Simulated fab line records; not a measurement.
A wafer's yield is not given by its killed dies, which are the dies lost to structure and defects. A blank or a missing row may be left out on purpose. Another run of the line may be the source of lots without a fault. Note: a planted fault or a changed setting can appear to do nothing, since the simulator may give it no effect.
One fault through the eyes of 2 desks -- flow sky130 -- every desk sees just its own numbers, and what lay behind them comes last

FOR THE TOOL OWNER'S DESK: implanter-03
The tool's own readings at SKY_VT_ADJUST_LVTN_IMPLANT_19, given as means over the sampled wafers that have a number, one for each lot that went through this tool. Marked OUT: a lot whose mean sits more than 4 standard deviations from the usual mean, which makes it out of limits; the brackets give that distance.
Columns: A = beam-energy-keV at SKY_VT_ADJUST_LVTN_IMPLANT_19, usual 30.002; B = dose-ions-cm2 at SKY_VT_ADJUST_LVTN_IMPLANT_19, usual 6.501e+11; C = faraday-current-uA at SKY_VT_ADJUST_LVTN_IMPLANT_19, usual 3.67
lot,first seen here,A,B,C
L496,day 7 18:34,30.011,6.495e+11,3.67
L498,day 8 07:48,29.990,6.495e+11,3.67
L509,day 11 08:11,30.012,9.815e+11 (+99 or more) OUT,5.53 (+24) OUT
L511,day 11 23:11,30.000,9.821e+11 (+99 or more) OUT,5.53 (+24) OUT
This desk's verdict: out of limits on L509, L511, starting with L509 at day 11 08:11 (dose-ions-cm2 at SKY_VT_ADJUST_LVTN_IMPLANT_19). Within limits: L496, L498.

THE METROLOGY DESK
What the gauges read, lot by lot, whatever tool the lot ran on: means of the sampled wafers that have a number. Marked OUT: a lot whose mean sits more than 4 standard deviations from the usual mean, which makes it out of limits; the brackets give that distance.
Columns: A = PWDE_TW at SKY_PWDE_TW_MEAS_10, usual 376; B = VT_ADJUST_LVTN_2_TW at SKY_VT_ADJUST_LVTN_TW_MEAS_21, usual 189.6
lot,first seen here,A,B
L496,day 3 22:31,375,188.3
L498,day 4 09:13,381,190.1
L499,day 4 13:35,374,190.9
L500,day 4 17:49,374,190.8
L509,day 6 20:17,372,213.3 (+18) OUT
L511,day 7 07:41,378,214.4 (+19) OUT
L514,day 8 01:21,380,189.6
L515,day 8 05:19,374,187.3
L516,day 8 12:02,376,191.3
L517,day 8 19:14,373,188.6
L519,day 9 08:09,375,188.2
This desk's finding: out of limits on L509, L511; first on L509, day 11 08:26 (VT_ADJUST_LVTN_2_TW at SKY_VT_ADJUST_LVTN_TW_MEAS_21). Within limits: L496, L498, L499, L500, L514, L515, L516, L517, L519.

TAKEN TOGETHER
The tool owner's desk could have raised an alarm at day 11 08:11, on L509, L511.
The metrology desk could have raised an alarm at day 11 08:26, on L509, L511.
The lots listed all ran SKY_VT_ADJUST_LVTN_IMPLANT_19 on implanter-03.

WHAT THE SIMULATOR PUT IN
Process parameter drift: implanter-03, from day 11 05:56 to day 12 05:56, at SKY_VT_ADJUST_LVTN_IMPLANT_19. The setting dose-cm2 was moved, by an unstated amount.
Lots struck among those shown: L509, L511.
Hours from the fault's start to each desk's first reading out of limits: the tool owner's desk, 2; the metrology desk, 2.
